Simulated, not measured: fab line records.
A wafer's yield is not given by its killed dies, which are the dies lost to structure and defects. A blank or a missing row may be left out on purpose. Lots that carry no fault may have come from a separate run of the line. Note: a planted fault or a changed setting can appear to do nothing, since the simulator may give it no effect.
A lot that was struck, set against a sound lot -- flow sky130 -- 17 steps out of a route of 708
Sound: the wafers L624.4, L624.5, L624.6. Struck: wafer L639.1. (L639.4, L639.5 of the same lot were not struck and are left out.) The cause comes at the end.
Order at every step that has rows: each side's tool, ch and its chambers, its first start. Under that, the readings that differ: sound wafers -- struck wafers -- difference of the means -- sigmas: that difference in standard deviations of wafers without a fault.
alike: words and numbers the same on both sides, and readings whose means are apart by under 2 such deviations; not compared: readings that were withheld, readings missing a value for some wafer, numbers with overlapping values and no deviation given by the record, and bounds like >300 which may hide the same value.
The two part at a step that has a row with sigmas, a row that says differs or no value, or rows on one side only. Numbers that don't overlap but have no deviation are shown without sigmas and don't part them. Lack of a reading on every wafer of one side parts them only where that side has two or more wafers.

first, 9 steps without rows for these wafers: SKY_CAP2M_CLEAN_17 (cleans in O3/DIW); SKY_METAL4_DEHYDRATE_05 (time 60 s); SKY_METAL4_HMDS_06 (prime time 60 s); SKY_METAL4_COAT_07 (resist thk 60 nm); SKY_METAL4_COAT_08 (resist thk 1140 nm); SKY_METAL4_SOFTBAKE_09 (time 90 s); SKY_METAL4_EXPOSE_10 (exposes mask MM4, target cd 300 nm); SKY_METAL4_PEB_11; SKY_METAL4_DEVELOP_12 (develop time 60 s).
SKY_METAL4_CD_MEAS_13 targets a cd of 300 nm.
  sound on cd_sem-01 at day 44 02:50; struck on cd_sem-02 at day 47 21:13
  alike: cd_nm
SKY_METAL4_OVL_MEAS_14:
  sound on overlay-02 at day 44 02:55; struck on overlay-02 at day 47 21:20
reading,sound,struck,difference,sigmas
METAL4_OVL (nm),-3 -6 -2,16,+20,+4
SKY_METAL4_DESCUM_15: chemistry O2, time 8 s.
  sound on rie_metal-03 ch 0,1, day 44 02:56; struck on rie_metal-01 ch 0, day 47 21:22
reading,sound,struck,difference,sigmas
rf_hours_counter_h (h),- - -,24,no value on the sound wafers,
  alike: drypump_motor_current_A, he_backside_leak_sccm, oes_product_au
SKY_METAL4_ETCH_16: etches BARC in N2/H2, stops on SiO2, time 88.2 s, target depth 60 nm.
  sound on rie_metal-03 ch 0,1, day 44 02:59; struck on rie_metal-01 ch 0, day 47 21:25
reading,sound,struck,difference,sigmas
rf_hours_counter_h (h),- - -,24,no value on the sound wafers,
model.KrF-thick_of_METAL4_COAT_08.thk_nm (nm),1080 1071 1072,1100,+26,
model.METAL4.cd_nm (nm),296.7 296.7 297,305.2,+8.4,
  alike: drypump_motor_current_A, he_backside_leak_sccm, oes_product_au, throttle_valve_pct
SKY_METAL4_ETCH_17: etches SiO2 in C4F8/O2/Ar, stops on TiN, time 3.9 s, target depth 15 nm.
  sound on rie_diel-04 ch 0,1,2, day 44 03:04; struck on rie_diel-04 ch 0, day 47 21:32
  alike: oes_product_au
  not compared: rf_hours_counter_h
SKY_METAL4_METAL_ETCH_18: etches the open film in Cl2/BCl3, stops on SiO2, target depth 845 nm, time 183.1 s.
  sound on rie_metal-04 ch 0,1, day 44 03:08; struck on rie_metal-04 ch 0, day 47 21:34
reading,sound,struck,difference,sigmas
rf_hours_counter_h (h),- - -,22,no value on the sound wafers,
model.KrF-thick_of_METAL4_COAT_08.thk_nm (nm),526.8 513 509.8,545.1,+28.6,
model.METAL4.cd_nm (nm),298.5 299.4 302.4,307.5,+7.4,
  alike: drypump_motor_current_A, he_backside_leak_sccm, mfc_cl2_sccm, oes_product_au, throttle_valve_pct
SKY_METAL4_STRIP_19: strips in O2/N2.
  sound on plasma_asher-01 ch 0,1, day 44 03:17; struck on plasma_asher-01 ch 0, day 47 21:44
reading,sound,struck,difference,sigmas
oes_product_au (a.u.),0.490 0.500 0.497,0.511,+0.015,+3
rf_hours_counter_h (h),- - -,37,no value on the sound wafers,
strip_time_to_endpoint_s (s),6.54 6.39 6.35,6.71,+0.28,+4
  alike: drypump_motor_current_A
then, 1 step without rows for these wafers: SKY_METAL4_STRIP_20 (strips in post etch residue remover, time 1200 s).

WHERE THEY PART
Earliest at SKY_METAL4_OVL_MEAS_14; latest, in this record, at SKY_METAL4_STRIP_19.

WHY: the cause the simulator had injected
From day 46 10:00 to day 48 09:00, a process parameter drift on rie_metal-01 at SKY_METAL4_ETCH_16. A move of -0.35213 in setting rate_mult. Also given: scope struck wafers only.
